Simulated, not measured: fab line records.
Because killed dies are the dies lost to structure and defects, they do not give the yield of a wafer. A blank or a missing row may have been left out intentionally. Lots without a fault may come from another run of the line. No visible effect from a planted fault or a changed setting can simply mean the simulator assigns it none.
The tool behind it: which one? :: flow gf180mcu :: 34 wafers sampled from 12 lots at 1 step of a route of 602

## WHAT EACH GAUGE READ, for each wafer
GF_V1_BOW_MEAS_05.
lot: L180
measured: day 17 16:40
on: filmMetro-03
V1_BOW (um): 76 78 89

lot: L183
measured: day 18 14:18
on: filmMetro-03
V1_BOW (um): 85 85 96

lot: L186
measured: day 19 12:52
on: filmMetro-01
V1_BOW (um): 80 75 72

lot: L187
measured: day 19 21:04
on: filmMetro-04
V1_BOW (um): 74 77 84

lot: L190
measured: day 21 01:57
on: filmMetro-04
V1_BOW (um): 89 72

lot: L192
measured: day 21 20:13
on: filmMetro-03
V1_BOW (um): 94 74

lot: L197
measured: day 23 13:29
on: filmMetro-04
V1_BOW (um): 75 74 75

lot: L198
measured: day 23 13:45
on: filmMetro-01
V1_BOW (um): 91 78 87

lot: L200
measured: day 24 09:25
on: filmMetro-04
V1_BOW (um): 71 70 86

lot: L201
measured: day 24 18:10
on: filmMetro-03
V1_BOW (um): 91 87 83

lot: L202
measured: day 25 00:37
on: filmMetro-04
V1_BOW (um): 72 95 100

lot: L203
measured: day 25 06:36
on: filmMetro-01
V1_BOW (um): 77 84 73

## WHICH TOOL RAN EACH LOT (tool, then ch and the chambers of the sampled wafers, then the start)
There is no process step in the record ahead of these readings.

## WHAT THE TOOLS THEMSELVES READ (means of the sampled wafers that have a number; where no wafer has one, the mark that the record gives instead)
The record holds no such reading with a usual standard deviation.

## THE ANSWER, worked out from the rows above alone
Rule: what is usual is taken from the lots themselves. The widest of any qualifying gaps counts: lots, ordered by their means at a reading, are off when they make up no more than a third of the lots, leave a main group of 4 or more, and stand apart from it by 3 or more times the standard deviation of that group's means. A main group whose means are all the same, to the digits that the tables above print for the reading, isn't used. A lot without any number at a reading at which 4 lots or more have one is off too. Where the step has rows for the other lots, those lots are counted as sound. Order of review: gauges by route order, followed by the tools' own readings, for which a lot's mean as printed above is used. The first step at which some lot is off is used, and at that step the reading that is off furthest; a lot without a number counts as furthest.
No lot is off on any of the readings shown, so nothing can be concluded from this.

## WHAT THE SIMULATOR HAD INSERTED
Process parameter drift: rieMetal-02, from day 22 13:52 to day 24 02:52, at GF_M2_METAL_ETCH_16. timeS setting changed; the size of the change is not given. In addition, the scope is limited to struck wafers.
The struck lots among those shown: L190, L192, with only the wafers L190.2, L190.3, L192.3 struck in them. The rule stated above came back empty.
